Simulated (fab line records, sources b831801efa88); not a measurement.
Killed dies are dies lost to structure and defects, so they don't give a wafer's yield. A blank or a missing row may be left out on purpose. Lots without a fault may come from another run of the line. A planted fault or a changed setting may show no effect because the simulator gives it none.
Chamber matching | flow gf180mcu | GF_V3_CMP_26 on cmp-02: 4 sister chambers
The step polishes, stops on SiO2, t overpolish 15 s, target thk 0 nm. 14 wafers are shown with their chamber, then 6 later ones without.

WAFERS WITH THEIR CHAMBER
wafer  | chamber | motor_current_A (A) | time_to_endpoint_s (s) | head_pressure_psi (psi)
L957.3 | 2       | 9.7                 | 88                     | 3.505
L957.4 | 0       | 11.3                | 86                     | 3.504
L957.5 | 1       | 11.8                | 91                     | 3.492
L958.2 | 1       | 11.6                | 79                     | 3.504
L958.3 | 2       | 10.1                | 81                     | 3.494
L958.6 | 3       | 10.9                | 78                     | 3.500
L966.1 | 3       | 10.8                | 83                     | 3.510
L966.2 | 2       | 9.3                 | 82                     | 3.481
L966.3 | 1       | 11.0                | 80                     | 3.489
L967.3 | 3       | 10.7                | 85                     | 3.508
L968.3 | 2       | 9.6                 | 82                     | 3.495
L977.1 | 0       | 10.9                | 87                     | 3.492
L977.2 | 2       | 10.1                | 84                     | 3.503
L977.5 | 1       | 11.7                | 82                     | 3.507

SIGNATURES (means of the wafers above)
reading            | chamber 0 | chamber 1 | chamber 2 | chamber 3 | scatter within a chamber
motor_current_A    | 11.100    | 11.525    | 9.760     | 10.800    | 0.31
time_to_endpoint_s | 86.50     | 83.00     | 83.40     | 82.00     | 3.84
head_pressure_psi  | 3.49800   | 3.49800   | 3.49560   | 3.50600   | 0.00849
Rule: a wafer's distance from a chamber is the root of the sum, over the readings, of the square of ((its reading less the chamber's mean) divided by the reading's scatter). The wafer belongs to the nearest chamber; if the next one is less than 2 further off, it can't be placed. The scatter: the root of (the sum of the squares of (reading less its chamber's mean) over the shown wafers, divided by (wafers less chambers)).

WAFERS WITHOUT THEIR CHAMBER
wafer  | motor_current_A (A) | time_to_endpoint_s (s) | head_pressure_psi (psi)
L979.2 | 11.6                | 89                     | 3.496
L979.3 | 11.3                | 89                     | 3.489
L979.6 | 11.3                | 89                     | 3.516
L980.1 | 10.9                | 89                     | 3.510
L980.2 | 9.9                 | 85                     | 3.499
L980.5 | 11.6                | 89                     | 3.512

WHICH CHAMBER EACH WENT THROUGH
wafer  | from the rows above          | in truth
L979.2 | can't be placed: 1 or 0 or 3 | 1
L979.3 | can't be placed: 0 or 1 or 3 | 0
L979.6 | can't be placed: 0 or 3 or 1 | 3
L980.1 | can't be placed: 0 or 3 or 1 | 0
L980.2 | 2                            | 2
L980.5 | can't be placed: 1 or 0 or 3 | 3
Placed correctly: 1 of 6. Can't be placed from these rows: 5 (the true chamber is among the candidates in 5). Placed wrongly: 0.
